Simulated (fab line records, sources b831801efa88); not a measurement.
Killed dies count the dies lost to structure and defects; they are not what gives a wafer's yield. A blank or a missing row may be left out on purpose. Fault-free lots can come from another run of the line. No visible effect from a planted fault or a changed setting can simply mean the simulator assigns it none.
A single fault, viewed from 2 desks + flow gf180mcu + each desk holds nothing but its own numbers, with what lay behind them at the end

== TOOL OWNER'S DESK, pvd_sputter-02 ==
The tool's own readings at GF_V2_SPUTTER_22 (material TiN, target thk 10 nm, time 40 s): means of the sampled wafers that have a number, for each lot that ran on this tool. Marked OUT: a lot whose mean sits more than 4 standard deviations from the usual mean, which makes it out of limits; the brackets give that distance.
Columns: A = throttle_valve_pct at GF_V2_SPUTTER_22, usual 29.7 %
| lot  | first seen here | A    |
|------|-----------------|------|
| L256 | day 20 06:00    | 29.2 |
| L259 | day 21 15:59    | 30.0 |
| L260 | day 21 21:03    | 29.6 |
| L261 | day 22 03:01    | 29.6 |
| L262 | day 23 01:55    | 29.6 |
| L274 | day 26 19:29    | 30.1 |
| L275 | day 26 20:25    | 29.1 |
| L276 | day 27 05:19    | 29.7 |
This desk's finding: nothing out of limits on any of the 8 lots.

== AT THE METROLOGY DESK ==
Lot by lot, what the gauges showed, no matter which tool ran the lot: averages of those sampled wafers that carry a number. Marked OUT: a lot whose mean sits more than 4 standard deviations from the usual mean, which makes it out of limits; the brackets give that distance.
Columns: A = MIM_ALCU_RS at GF_MIM_RS_MEAS_10, usual 0.1605 ohm/sq
| lot  | first seen here | A      |
|------|-----------------|--------|
| L256 | day 24 09:44    | 0.1603 |
| L258 | day 25 10:16    | 0.1597 |
| L259 | day 25 17:20    | 0.1596 |
| L260 | day 25 21:19    | 0.1619 |
| L261 | day 26 03:15    | 0.1604 |
| L262 | day 26 22:53    | 0.1595 |
| L266 | day 28 03:08    | 0.1601 |
| L267 | day 28 04:38    | 0.1627 |
| L268 | day 28 18:31    | 0.1593 |
| L274 | day 30 12:48    | 0.1616 |
| L275 | day 30 13:06    | 0.1613 |
| L276 | day 30 17:44    | 0.1604 |
| L277 | day 30 23:52    | 0.1574 |
This desk's finding: nothing out of limits on any of the 13 lots.

== PUT TOGETHER ==
The tool owner's desk saw nothing out of limits.
From the metrology desk's view, nothing was out of limits.

== WHAT THE SIMULATOR HAD INSERTED ==
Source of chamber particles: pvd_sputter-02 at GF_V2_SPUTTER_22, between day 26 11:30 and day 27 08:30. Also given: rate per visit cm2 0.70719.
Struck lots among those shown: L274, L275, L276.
